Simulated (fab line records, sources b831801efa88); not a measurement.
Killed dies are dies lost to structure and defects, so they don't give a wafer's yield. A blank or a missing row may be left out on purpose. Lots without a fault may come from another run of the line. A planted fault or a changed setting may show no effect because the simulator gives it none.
fab line records | flow sky130 | part 1 of 2: steps 1 to 30 of 44
record lots=5 wafers=15 last_day=48
route steps=708 shown FIELD_ISO@4 NWELL@32 DNWELL@35 PWDE@45
lots that met no fault: from a run of the same line without faults
start_h: hours from the record's first day to the start of the lot's first wafer shown | wait_h: hours since the lot's step before | " the same as in the row above | L1.1+2: a row that stands for several wafers | - no value, or no start given | * or withheld: withheld | < > ~ a bound
route shown NAME@n: a module of which the file shows steps, and the number in the route of the first | usual: mean/standard deviation of fault-free wafers | same: alike in all rows | chamber/n: place in a boat | sites: the reading at each site | _std_site: their standard deviation | _edge_site: outer sites' mean less inner sites' | radius_mm: how far each site lies from the wafer's centre | mask NAME#n: copy n | behind: the tool/chamber that last shaped the wafer | hold: why the lot was held/for how many hours/how that ended | device: the transistor (n, p or np) that didn't switch | end of line: the same wafers' tests at the end of the route | a step without rows: its recipe alone | killed: dies lost to structure and defects at the first sort, not the wafer's yield | map: a wafer's dies, x killed, . not, _ none there
set.NAME: the setting as run; set.NAME@STEP: as run at that earlier step | model.NAME: the simulator's own value behind a step, which no gauge read
lots at some steps of the route; a table a step, a row a wafer
services: from which hour (start_h, from the record's first day; less than 0 if before it) a tool's chamber was out of use, for how many hours, and why
## steps
# step SKY_FIELD_ISO_CVD_03
# recipe material=Si3N4 precursor=DCS/NH3 target_thk_nm=165 temp_c=770 time_s=2830 pressure_mtorr=250
# columns lot.wafer tool chamber start_h wait_h
L078.1+3+6 lpcvd-02 0 32.27 0.1
L083.2+3+4 lpcvd-02 0 57.69 0.0
L085.2+5+6 lpcvd-02 0 67.18 0.5
L086.1+4+6 lpcvd-02 0 73.53 1.4
L088.1+3+6 lpcvd-02 0 82.30 0.1
# step SKY_FIELD_ISO_THK_MEAS_04
# recipe reads=Si3N4_of_FIELD_ISO_CVD_03
# usual FIELD_ISO_CVD_03_THK=164.7/1.5
# columns lot.wafer tool chamber start_h wait_h FIELD_ISO_CVD_03_THK[nm]
L078.1 film_metro-01 - 34.06 0.0 161.5
L078.3 " - " " 161.0
L078.6 " - " " 161.4
L083.2 film_metro-01 - 59.48 0.0 163.1
L083.3 " - " " 164.2
L083.4 " - " " 164.8
L085.2 film_metro-03 - 68.97 0.0 166.8
L085.5 " - " " 167.3
L085.6 " - " " 166.2
L086.1 film_metro-03 - 75.32 0.0 163.6
L086.4 " - " " 162.1
L086.6 " - " " 163.0
L088.1 film_metro-03 - 84.09 0.0 164.1
L088.3 " - " " 166.0
L088.6 " - " " 163.8
# step SKY_FIELD_ISO_DEHYDRATE_05
# recipe temp_c=200 time_s=60
# columns lot.wafer tool chamber start_h wait_h
L078.1+3+6 litho_track-02 0 41.39 7.3
L083.2+3+4 litho_track-03 0 66.95 7.5
L085.2+5+6 litho_track-03 0 77.55 8.6
L086.1+4+6 litho_track-01 0 83.35 8.0
L088.1+3+6 litho_track-01 0 91.80 7.7
# step SKY_FIELD_ISO_HMDS_06
# recipe prime_time_s=60 prime_temp_c=120
# columns lot.wafer tool chamber start_h wait_h
L078.1+3+6 litho_track-02 0 41.54 0.1
L083.2+3+4 litho_track-03 0 67.10 0.1
L085.2+5+6 litho_track-03 0 77.70 0.1
L086.1+4+6 litho_track-01 0 83.50 0.1
L088.1+3+6 litho_track-01 0 91.95 0.1
# step SKY_FIELD_ISO_COAT_07
# recipe resist=BARC temp_c=withheld time_s=withheld spin_rpm=3000 resist_thk_nm=60
# usual dispense_pressure_kPa=49/3
# columns lot.wafer tool chamber start_h wait_h dispense_pressure_kPa
L078.1 litho_track-02 0 41.69 0.1 47
L078.3 " 0 " " 47
L078.6 " 0 " " 47
L083.2 litho_track-03 0 67.25 0.1 46
L083.3 " 0 " " 46
L083.4 " 0 " " 46
L085.2 litho_track-03 0 77.85 0.1 46
L085.5 " 0 " " 46
L085.6 " 0 " " 46
L086.1 litho_track-01 0 83.65 0.1 53
L086.4 " 0 " " 53
L086.6 " 0 " " 53
L088.1 litho_track-01 0 92.10 0.1 53
L088.3 " 0 " " 53
L088.6 " 0 " " 53
# step SKY_FIELD_ISO_COAT_08
# recipe resist=KrF-thick spin_rpm=3000 resist_thk_nm=457.5
# usual dispense_pressure_kPa=49/3
# columns lot.wafer tool chamber start_h wait_h dispense_pressure_kPa
L078.1 litho_track-02 0 - - 47
L078.3 " 0 " " 47
L078.6 " 0 " " 47
L083.2 litho_track-03 0 - - 46
L083.3 " 0 " " 46
L083.4 " 0 " " 46
L085.2 litho_track-03 0 - - 46
L085.5 " 0 " " 46
L085.6 " 0 " " 46
L086.1 litho_track-01 0 - - 53
L086.4 " 0 " " 53
L086.6 " 0 " " 53
L088.1 litho_track-01 0 - - 53
L088.3 " 0 " " 53
L088.6 " 0 " " 53
# step SKY_FIELD_ISO_SOFTBAKE_09
# recipe temp_c=100 time_s=90 resist=KrF-thick
# columns lot.wafer tool chamber start_h wait_h
L078.1+3+6 litho_track-02 0 - -
L083.2+3+4 litho_track-03 0 - -
L085.2+5+6 litho_track-03 0 - -
L086.1+4+6 litho_track-01 0 - -
L088.1+3+6 litho_track-01 0 - -
# step SKY_FIELD_ISO_EXPOSE_10
# recipe mask_id=FOM na=0.68 source_shape=annular sigma_inner=0.4 sigma_outer=0.8 target_cd_nm=150 dose_mj=28
# usual exposure_dose_mJ_cm2=28.034/0.028
# columns lot.wafer tool chamber start_h wait_h mask exposure_dose_mJ_cm2
L078.1 krf_scanner-02 0 - - FOM#0 28.064
L078.3 " 0 " " FOM#0 28.043
L078.6 " 0 " " FOM#0 28.025
L083.2 krf_scanner-01 0 - - FOM#0 28.002
L083.3 " 0 " " FOM#0 28.057
L083.4 " 0 " " FOM#0 28.030
L085.2 krf_scanner-01 0 - - FOM#0 28.043
L085.5 " 0 " " FOM#0 28.041
L085.6 " 0 " " FOM#0 28.048
L086.1 krf_scanner-01 0 - - FOM#0 27.993
L086.4 " 0 " " FOM#0 28.020
L086.6 " 0 " " FOM#0 27.975
L088.1 krf_scanner-01 0 - - FOM#0 28.020
L088.3 " 0 " " FOM#0 28.025
L088.6 " 0 " " FOM#0 28.064
# step SKY_FIELD_ISO_PEB_11
# recipe peb_temp_c=withheld peb_time_s=withheld resist=KrF-thick
# columns lot.wafer tool chamber start_h wait_h
L078.1+3+6 litho_track-03 0 - -
L083.2+3+4 litho_track-01 0 - -
L085.2+5+6 litho_track-01 0 - -
L086.1+4+6 litho_track-01 0 - -
L088.1+3+6 litho_track-01 0 - -
# step SKY_FIELD_ISO_DEVELOP_12
# recipe develop_time_s=60 resist=KrF-thick dev_temp_c=21
# columns lot.wafer tool chamber start_h wait_h
L078.1+3+6 litho_track-03 0 - -
L083.2+3+4 litho_track-01 0 - -
L085.2+5+6 litho_track-01 0 - -
L086.1+4+6 litho_track-01 0 - -
L088.1+3+6 litho_track-01 0 - -
# step SKY_FIELD_ISO_CD_MEAS_13
# recipe target_cd_nm=150
# usual cd_nm=150.5/1.4
# columns lot.wafer tool chamber start_h wait_h cd_nm
L078.1 cd_sem-01 - 49.77 - 150.2
L078.3 " - " " 151.2
L078.6 " - " " 150.1
L083.2 cd_sem-02 - 75.87 - 151.0
L083.3 " - " " 152.3
L083.4 " - " " 152.9
L085.2 cd_sem-01 - 86.12 - 150.0
L085.5 " - " " 150.5
L085.6 " - " " 151.4
L086.1 cd_sem-02 - 92.95 - 150.1
L086.4 " - " " 149.4
L086.6 " - " " 149.9
L088.1 cd_sem-01 - 101.80 - 152.8
L088.3 " - " " 153.3
L088.6 " - " " 153.4
# step SKY_FIELD_ISO_ETCH_14
# recipe chemistry=N2/H2 target=BARC ion_energy_ev=200 source_w=500 bias_w=100 pressure_mtorr=30 n2_flow_sccm=100 h2_flow_sccm=200 stop_on=SiO2 time_s=45.9 target_depth_a=600
# usual drypump_motor_current_A=5.8/0.48 oes_product_au=0.855/0.0048 throttle_valve_pct=13.226/0.0078
# columns lot.wafer tool chamber start_h wait_h drypump_motor_current_A oes_product_au rf_hours_counter_h throttle_valve_pct
L078.1 rie_diel-04 3 49.89 0.1 5.2 0.849 103 13.222
L078.3 " 1 " " 6.4 0.863 103 13.220
L078.6 " 1 " " 6.4 0.848 - 13.227
L083.2 rie_diel-04 2 75.97 0.1 5.4 0.856 0 13.214
L083.3 " 1 " " 6.4 0.852 104 13.235
L083.4 " 3 " " 5.3 0.847 104 13.240
L085.2 rie_diel-04 2 86.22 0.1 5.4 0.848 0 13.231
L085.5 " 0 " " 6.6 0.848 - 13.221
L085.6 " 1 " " 6.5 0.859 - 13.227
L086.1 rie_diel-02 3 93.07 0.1 5.6 0.854 56 13.224
L086.4 " 0 " " 6.3 0.858 77 13.244
L086.6 " 2 " " 5.8 0.856 - 13.219
L088.1 rie_diel-02 2 101.92 0.1 5.8 0.857 77 13.225
L088.3 " 0 " " 6.3 0.838 77 13.225
L088.6 " 0 " " 6.3 0.851 - 13.226
# step SKY_FIELD_ISO_ETCH_15
# recipe chemistry=CHF3/O2 target_depth_nm=180 stop_on=Si source_w=600 bias_w=200 pressure_mtorr=40 chf3_flow_sccm=50 O2_flow_sccm=5 time_s=73.54
# usual drypump_motor_current_A=5.8/0.49 oes_product_au=0.942/0.0065 throttle_valve_pct=8.843/0.0096
# columns lot.wafer tool chamber start_h wait_h drypump_motor_current_A oes_product_au rf_hours_counter_h throttle_valve_pct
L078.1 rie_diel-04 3 49.93 0.0 5.3 0.926 103 8.839
L078.3 " 1 " " 6.4 0.930 103 8.836
L078.6 " 1 " " 6.4 0.924 - 8.848
L083.2 rie_diel-04 2 76.02 0.0 5.4 0.943 0 8.833
L083.3 " 1 " " 6.4 0.936 104 8.842
L083.4 " 3 " " 5.2 0.938 104 8.830
L085.2 rie_diel-04 2 86.27 0.0 5.4 0.950 0 8.852
L085.5 " 0 " " 6.6 0.940 - 8.846
L085.6 " 1 " " 6.4 0.943 - 8.842
L086.1 rie_diel-02 3 93.12 0.0 5.6 0.944 56 8.829
L086.4 " 0 " " 6.2 0.941 77 8.850
L086.6 " 2 " " 5.8 0.931 - 8.837
L088.1 rie_diel-02 2 101.97 0.0 5.8 0.935 77 8.855
L088.3 " 0 " " 6.3 0.942 77 8.832
L088.6 " 0 " " 6.3 0.943 - 8.854
# step SKY_FIELD_ISO_STRIP_16
# recipe chemistry=O2/N2 power_w=1400 pressure_mtorr=1500 platen_temp_c=withheld o2_flow_sccm=3000 n2_flow_sccm=300 overash_fraction=0.5
# usual drypump_motor_current_A=5.8/0.42 oes_product_au=0.379/0.0048 strip_time_to_endpoint_s=3.594/0.029
# columns lot.wafer tool chamber start_h wait_h drypump_motor_current_A oes_product_au rf_hours_counter_h strip_time_to_endpoint_s
L078.1 plasma_asher-04 0 49.99 0.0 5.8 0.375 38 3.564
L078.3 " 0 " " 5.8 0.375 - 3.601
L078.6 " 1 " " 4.9 0.387 - 3.610
L083.2 plasma_asher-02 0 76.07 0.0 5.8 0.381 39 3.605
L083.3 " 0 " " 5.8 0.380 - 3.605
L083.4 " 1 " " 6.1 0.378 - 3.580
L085.2 plasma_asher-03 1 86.32 0.0 6.4 0.385 41 3.605
L085.5 " 0 " " 5.6 0.377 - 3.633
L085.6 " 1 " " 6.4 0.378 - 3.606
L086.1 plasma_asher-04 0 93.17 0.0 5.8 0.385 40 3.609
L086.4 " 1 " " 4.9 0.373 - 3.623
L086.6 " 0 " " 5.8 0.386 - 3.631
L088.1 plasma_asher-02 0 102.02 0.0 5.8 0.377 42 3.656
L088.3 " 1 " " 6.0 0.374 - 3.615
L088.6 " 1 " " 6.0 0.384 - 3.647
# step SKY_FIELD_ISO_ETCH_17
# recipe target_depth_a=3420 mask_material=Si3N4 chemistry=HBr/Cl2/O2 target=Si taper_deg=5 icp_w=600 bias_w=150 pressure_mtorr=15 HBr_flow_sccm=150 Cl2_flow_sccm=40 O2_flow_sccm=6 time_s=97.7
# usual drypump_motor_current_A=5.5/0.46 oes_product_au=1.001/0.0068 throttle_valve_pct=25.655/0.0093
# columns lot.wafer tool chamber start_h wait_h drypump_motor_current_A oes_product_au rf_hours_counter_h throttle_valve_pct
L078.1 rie_si-02 3 50.09 0.1 5.4 1.006 6 25.665
L078.3 " 1 " " 6.3 0.999 66 25.651
L078.6 " 2 " " 5.2 1.005 - 25.675
L083.2 rie_si-02 0 76.17 0.1 5.5 1.005 65 25.663
L083.3 " 1 " " 6.3 0.992 66 25.644
L083.4 " 1 " " 6.2 1.003 - 25.652
L085.2 rie_si-01 1 86.42 0.1 6.0 0.997 35 25.657
L085.5 " 0 " " 5.0 1.001 - 25.637
L085.6 " 3 " " 5.2 1.000 - 25.661
L086.1 rie_si-02 3 93.27 0.1 5.4 0.990 6 25.674
L086.4 " 2 " " 5.2 1.005 0 25.653
L086.6 " 1 " " 6.2 0.993 - 25.660
L088.1 rie_si-02 1 102.12 0.1 6.3 1.003 66 25.655
L088.3 " 3 " " 5.4 0.996 6 25.652
L088.6 " 3 " " 5.4 0.990 - 25.664
# step SKY_FIELD_ISO_WET_ETCH_18
# recipe chemistry=H3PO4 target_depth_nm=25 temp_c=160 target=Si3N4 time_s=286
# columns lot.wafer tool chamber start_h wait_h
L078.1+3+6 wet_bench-02 0 50.16 0.0
L083.2+3+4 wet_bench-04 1 76.24 0.0
L085.2+5+6 wet_bench-03 1 86.49 0.0
L086.1+4+6 wet_bench-04 2 93.34 0.0
L088.1+3+6 wet_bench-04 1 102.19 0.0
# step SKY_FIELD_ISO_CLEAN_19
# recipe chemistry=SC1/SC2 mix=1:4:20 temp_c=70 time_s=150
# columns lot.wafer tool chamber start_h wait_h
L078.1+3+6 wet_bench-04 2 50.25 0.0
L083.2+3+4 wet_bench-03 0 76.33 0.0
L085.2+5+6 wet_bench-02 3 86.58 0.0
L086.1+4+6 wet_bench-02 0 93.43 0.0
L088.1+3+6 wet_bench-02 1 102.28 0.0
# step SKY_FIELD_ISO_CLEAN_20
# recipe chemistry=dHF time_s=20 dilution=100:1
# columns lot.wafer tool chamber start_h wait_h
L078.1+3+6 wet_bench-02 2 50.30 0.0
L083.2+3+4 wet_bench-04 2 76.39 0.0
L085.2+5+6 wet_bench-04 3 86.63 0.0
L086.1+4+6 wet_bench-03 1 93.49 0.0
L088.1+3+6 wet_bench-04 2 102.33 0.0
# step SKY_FIELD_ISO_WET_ETCH_21
# recipe chemistry=dHF dilution=100:1 target_depth_nm=20 dry=ipa_marangoni target=SiO2 temp_c=25 time_s=400
# columns lot.wafer tool chamber start_h wait_h
L078.1+3+6 wet_bench-04 3 50.32 0.0
L083.2+3+4 wet_bench-03 2 76.40 0.0
L085.2+5+6 wet_bench-03 3 86.65 0.0
L086.1+4+6 wet_bench-04 1 93.50 0.0
L088.1+3+6 wet_bench-02 2 102.35 0.0
# step SKY_FIELD_ISO_OXIDATION_22
# recipe temp_c=950 ambient=O2 stabilise_s=600 purge_s=300 target_thk_a=100 ox_time_s=623
# columns lot.wafer tool chamber start_h wait_h
L078.1+3+6 furnace-01 0 50.50 0.0
L083.2+3+4 furnace-01 0 76.94 0.4
L085.2+5+6 furnace-01 0 86.77 0.0
L086.1+4+6 furnace-01 0 93.62 0.0
L088.1+3+6 furnace-02 0 103.04 0.6
# step SKY_FIELD_ISO_THK_MEAS_23
# recipe reads=SiO2_of_FIELD_ISO_OXIDATION_22
# usual FIELD_ISO_OXIDATION_01_THK=10.06/0.19
# columns lot.wafer tool chamber start_h wait_h FIELD_ISO_OXIDATION_01_THK[nm]
L078.1 film_metro-03 - 51.67 0.0 10.04
L078.3 " - " " 10.16
L078.6 " - " " 10.11
L083.2 film_metro-01 - 78.12 0.0 9.90
L083.3 " - " " 9.87
L083.4 " - " " 10.01
L085.2 film_metro-02 - 87.95 0.0 10.17
L085.5 " - " " 9.87
L085.6 " - " " 9.84
L086.1 film_metro-02 - 94.79 0.0 9.62
L086.4 " - " " 9.64
L086.6 " - " " 9.71
L088.1 film_metro-01 - 104.21 0.0 9.98
L088.3 " - " " 10.01
L088.6 " - " " 9.97
# step SKY_FIELD_ISO_CVD_24
# recipe material=SiO2 target_thk_nm=595 temp_c=650 sigma_open_frac=0.3 time_s=99.2 sih4_flow_sccm=60 pressure_mtorr=6
# columns lot.wafer tool chamber start_h wait_h
L078.1+3+6 hdpcvd-01 2,1,0 51.73 0.1
L083.2+3+4 hdpcvd-01 2,1,0 78.17 0.0
L085.2+5+6 hdpcvd-01 2,2,1 88.00 0.0
L086.1+4+6 hdpcvd-02 1,2,1 94.85 0.1
L088.1+3+6 hdpcvd-02 0,1,1 104.27 0.1
# step SKY_FIELD_ISO_THK_MEAS_25
# recipe reads=SiO2_of_FIELD_ISO_CVD_24
# usual FIELD_ISO_CVD_24_THK=595/4.8
# columns lot.wafer tool chamber start_h wait_h FIELD_ISO_CVD_24_THK[nm]
L078.1 film_metro-01 - 51.80 0.0 595
L078.3 " - " " 594
L078.6 " - " " 588
L083.2 film_metro-02 - 78.25 0.0 601
L083.3 " - " " 594
L083.4 " - " " 601
L085.2 film_metro-01 - 88.08 0.0 589
L085.5 " - " " 588
L085.6 " - " " 589
L086.1 film_metro-01 - 94.92 0.0 603
L086.4 " - " " 595
L086.6 " - " " 604
L088.1 film_metro-02 - 104.38 0.1 593
L088.3 " - " " 597
L088.6 " - " " 591
# step SKY_FIELD_ISO_ANNEAL_26
# recipe temp_c=1000 time_s=1800 ambient=N2
# columns lot.wafer tool chamber start_h wait_h
L078.1+3+6 furnace-02 0 51.86 0.1
L083.2+3+4 furnace-01 0 79.51 1.2
L085.2+5+6 furnace-02 0 88.13 0.0
L086.1+4+6 furnace-01 0 94.98 0.1
L088.1+3+6 furnace-02 0 104.44 0.1
# step SKY_FIELD_ISO_CMP_27
# recipe stop_on=Si3N4 t_overpolish_s=16 down_force_psi=4 platen_rpm=60 target_thk_nm=457.8 pad_velocity_m_s=0.94248
# usual head_pressure_psi=4.000/0.0087 motor_current_A=12.4/1.1 overpolish_run_s=16.000/0.0097 slurry_flow_ml_min=150.1/0.5 time_to_endpoint_s=111/3.2
# columns lot.wafer tool chamber start_h wait_h head_pressure_psi motor_current_A overpolish_run_s slurry_flow_ml_min time_to_endpoint_s
L078.3 cmp-02 3 53.41 0.1 4.013 13.2 16.013 150.5 114
L078.1 " 0 " " 4.016 12.4 16.005 149.3 114
L078.6 " 2 " " 4.007 13.4 15.991 149.9 112
L083.2 cmp-01 3 81.06 0.1 3.991 11.2 16.001 149.8 111
L083.4 " 0 " " 3.994 11.6 16.017 151.3 107
L083.3 " 2 " " 3.996 13.0 15.997 150.1 108
L085.2 cmp-02 2 89.63 0.0 4.007 12.9 15.999 149.5 109
L085.5 " 2 " " 4.019 13.6 15.994 149.2 107
L085.6 " 3 " " 4.004 12.7 15.990 150.1 106
L086.4 cmp-02 1 96.53 0.1 3.997 10.3 15.989 149.5 107
L086.1 " 3 " " 4.000 12.6 16.002 149.8 114
L086.6 " 1 " " 3.991 11.1 16.001 149.9 118
L088.3 cmp-01 2 105.99 0.1 3.992 13.2 15.988 149.6 118
L088.1 " 3 " " 4.004 11.2 15.995 150.8 108
L088.6 " 2 " " 4.009 13.0 15.988 149.5 116
# step SKY_FIELD_ISO_WET_ETCH_28
# recipe chemistry=dHF target_depth_nm=23.7 target=SiO2 dilution=10:1 temp_c=25 time_s=47
# columns lot.wafer tool chamber start_h wait_h
L078.1+3+6 wet_bench-04 2 53.66 0.1
L083.2+3+4 wet_bench-04 3 81.36 0.2
L085.2+5+6 wet_bench-02 2 89.93 0.2
L086.1+4+6 wet_bench-02 0 96.78 0.1
L088.1+3+6 wet_bench-03 2 106.24 0.1
# step SKY_FIELD_ISO_WET_ETCH_29
# recipe chemistry=H3PO4 target_depth_nm=160 target=Si3N4 temp_c=160 time_s=1825
# columns lot.wafer tool chamber start_h wait_h
L078.1+3+6 wet_bench-02 0 53.68 0.0
L083.2+3+4 wet_bench-02 0 81.38 0.0
L085.2+5+6 wet_bench-03 0 89.95 0.0
L086.1+4+6 wet_bench-03 0 96.81 0.0
L088.1+3+6 wet_bench-02 3 106.27 0.0
# step SKY_FIELD_ISO_WET_ETCH_30
# recipe chemistry=dHF target_depth_nm=25 target=SiO2 dilution=10:1 temp_c=25 time_s=50
# columns lot.wafer tool chamber start_h wait_h
L078.1+3+6 wet_bench-02 1 54.71 0.0
L083.2+3+4 wet_bench-04 0 82.41 0.0
L085.2+5+6 wet_bench-03 3 90.47 0.0
L086.1+4+6 wet_bench-04 1 97.37 0.0
L088.1+3+6 wet_bench-04 2 106.78 0.0
# step SKY_NWELL_CLEAN_00
# recipe chemistry=SC1/SC2 mix=1:4:20 temp_c=70 time_s=150 dry=n2_spin
# columns lot.wafer tool chamber start_h wait_h
L078.1+3+6 wet_bench-02 1 54.76 0.0
L083.2+3+4 wet_bench-03 1 82.43 0.0
L085.2+5+6 wet_bench-04 3 90.49 0.0
L086.1+4+6 wet_bench-02 2 97.39 0.0
L088.1+3+6 wet_bench-02 1 106.80 0.0
# step SKY_NWELL_OXIDATION_01
# recipe temp_c=900 ambient=O2 stabilise_s=600 purge_s=300 target_thk_a=100 ox_time_s=1418
# columns lot.wafer tool chamber start_h wait_h
L078.1+3+6 furnace-02 0 54.86 0.0
L083.2+3+4 furnace-01 0 82.48 0.0
L085.2+5+6 furnace-02 0 91.47 0.9
L086.1+4+6 furnace-01 0 97.73 0.3
L088.1+3+6 furnace-02 0 107.29 0.4
